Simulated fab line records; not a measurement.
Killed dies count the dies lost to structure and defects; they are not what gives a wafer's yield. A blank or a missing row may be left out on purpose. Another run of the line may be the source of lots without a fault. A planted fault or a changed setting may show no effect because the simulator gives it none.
What tool caused it? ; flow gf180mcu ; 12 lots, 36 wafers sampled, at 3 steps of a route of 602

== WHAT EACH GAUGE READ, for each wafer ==
GF_TOP_METAL_CD_MEAS_14 targets a cd of 440 nm. Usual: cdNm reads 440.3 nm (standard deviation 2).
lot;measured;on;cdNm (nm);flag
L662;day 28 23:17;cdSem-02;438.1 440.0 441.6;
L663;day 29 04:29;cdSem-02;442.9 443.5 443.8;
L664;day 29 08:51;cdSem-02;441.9 442.5 441.6;
L665;day 29 18:43;cdSem-02;443.9 442.4 442.2;
L666;day 29 23:40;cdSem-02;442.5 440.6 441.3;
L667;day 30 06:51;cdSem-02;439.4 440.1 440.1;
L668;day 30 20:35;cdSem-01;438.5 438.5 439.0;
L669;day 31 00:46;cdSem-01;440.5 439.6 439.1;
L671;day 31 13:38;cdSem-02;442.3 441.5 440.9;
L677;day 33 00:29;cdSem-01;441.3 441.8 440.5;
L679;day 33 11:19;cdSem-02;435.5 435.7 433.4;
L682;day 34 07:35;cdSem-02;439.5 439.5 439.0;

== EACH LOT AND THE TOOL THAT RAN IT (in order: tool; ch and the chambers of the sampled wafers; start) ==
lot;GF_NSD_STRIP_11;GF_TOP_METAL_SPUTTER_03
L662;plasmaAsher-03 ch 0,1, day 13 23:02;pvdSputter-03, day 28 03:25
L663;plasmaAsher-01 ch 0,1, day 14 05:41;pvdSputter-01, day 28 08:46
L664;plasmaAsher-03 ch 0,1, day 14 14:05;pvdSputter-02, day 28 13:40
L665;plasmaAsher-01 ch 0,1, day 14 19:46;pvdSputter-03, day 28 23:04
L666;plasmaAsher-03 ch 0,1, day 15 01:43;pvdSputter-01, day 29 04:01
L667;plasmaAsher-04 ch 0,1, day 15 12:45;pvdSputter-02, day 29 11:26
L668;plasmaAsher-04 ch 0,1, day 16 00:56;pvdSputter-02, day 30 01:34
L669;plasmaAsher-01 ch 0,1, day 16 08:23;pvdSputter-02, day 30 05:36
L671;plasmaAsher-01 ch 0, day 16 22:41;pvdSputter-01, day 30 19:48
L677;plasmaAsher-04 ch 0, day 19 01:04;pvdSputter-03, day 32 07:23
L679;plasmaAsher-04 ch 0,1, day 19 17:16;pvdSputter-01, day 32 18:47
L682;plasmaAsher-03 ch 0,1, day 20 23:53;pvdSputter-03, day 33 16:27
- GF_NSD_STRIP_11: strips in O2/N2.
- GF_TOP_METAL_SPUTTER_03: material Ti, target thk 5 nm, time 3.3 s.

== WHAT THE TOOLS THEMSELVES READ (means of the sampled wafers that have a number; where no wafer has one, the mark that the record gives instead) ==
GF_NSD_STRIP_11. Usual: drypumpMotorCurrentA 5.54 A, standard deviation 0.13; heaterPowerW 322 W, standard deviation 31; oesProductAu 0.487 a.u., standard deviation 0.0041; platenTempC 250.00 C, standard deviation 0.17; stripTimeToEndpointS 22.96 s, standard deviation 0.037.
lot;tool;drypumpMotorCurrentA (A);heaterPowerW (W);oesProductAu (a.u.);platenTempC (C);stripTimeToEndpointS (s);flag
L662;plasmaAsher-03;5.61;312;0.488;250.14;22.93;
L663;plasmaAsher-01;5.37;345;0.489;249.95;23.00;
L664;plasmaAsher-03;5.62;312;0.486;249.91;23.01;
L665;plasmaAsher-01;5.43;359;0.488;249.86;22.96;
L666;plasmaAsher-03;5.59;292;0.488;250.06;22.98;
L667;plasmaAsher-04;5.54;325;0.488;249.97;22.96;
L668;plasmaAsher-04;5.58;312;0.491;250.02;22.96;
L669;plasmaAsher-01;5.37;345;0.485;249.93;22.96;
L671;plasmaAsher-01;5.58;384;0.488;250.06;22.92;
L677;plasmaAsher-04;5.63;303;0.487;250.07;22.94;
L679;plasmaAsher-04;5.55;320;0.488;250.09;22.94;
L682;plasmaAsher-03;5.67;311;0.487;250.11;22.91;

GF_TOP_METAL_SPUTTER_03. Usual: throttleValvePct reads 29.8 % (standard deviation 0.99).
lot;tool;throttleValvePct (%);flag
L662;pvdSputter-03;29.3;
L663;pvdSputter-01;29.8;
L664;pvdSputter-02;29.5;
L665;pvdSputter-03;29.7;
L666;pvdSputter-01;30.1;
L667;pvdSputter-02;30.5;
L668;pvdSputter-02;29.5;
L669;pvdSputter-02;30.5;
L671;pvdSputter-01;29.8;
L677;pvdSputter-03;29.6;
L679;pvdSputter-01;29.8;
L682;pvdSputter-03;29.6;

== THE ANSWER, worked out from the rows above alone ==
Rule: a lot is off if the mean of its wafers that have a number lies more than 3 standard deviations from the usual mean. A lot without any number at a reading at which 4 lots or more have one is off too. Any other lot the step has rows for is counted as sound. First the gauges in route order, then the tools' own readings, where a lot's mean is used as printed above. The first step at which some lot is off is used, and at that step the reading that is off furthest; a lot without a number counts as furthest.
No lot is off at any reading shown: from this, nothing can be told.

== WHAT THE SIMULATOR HAD INSERTED ==
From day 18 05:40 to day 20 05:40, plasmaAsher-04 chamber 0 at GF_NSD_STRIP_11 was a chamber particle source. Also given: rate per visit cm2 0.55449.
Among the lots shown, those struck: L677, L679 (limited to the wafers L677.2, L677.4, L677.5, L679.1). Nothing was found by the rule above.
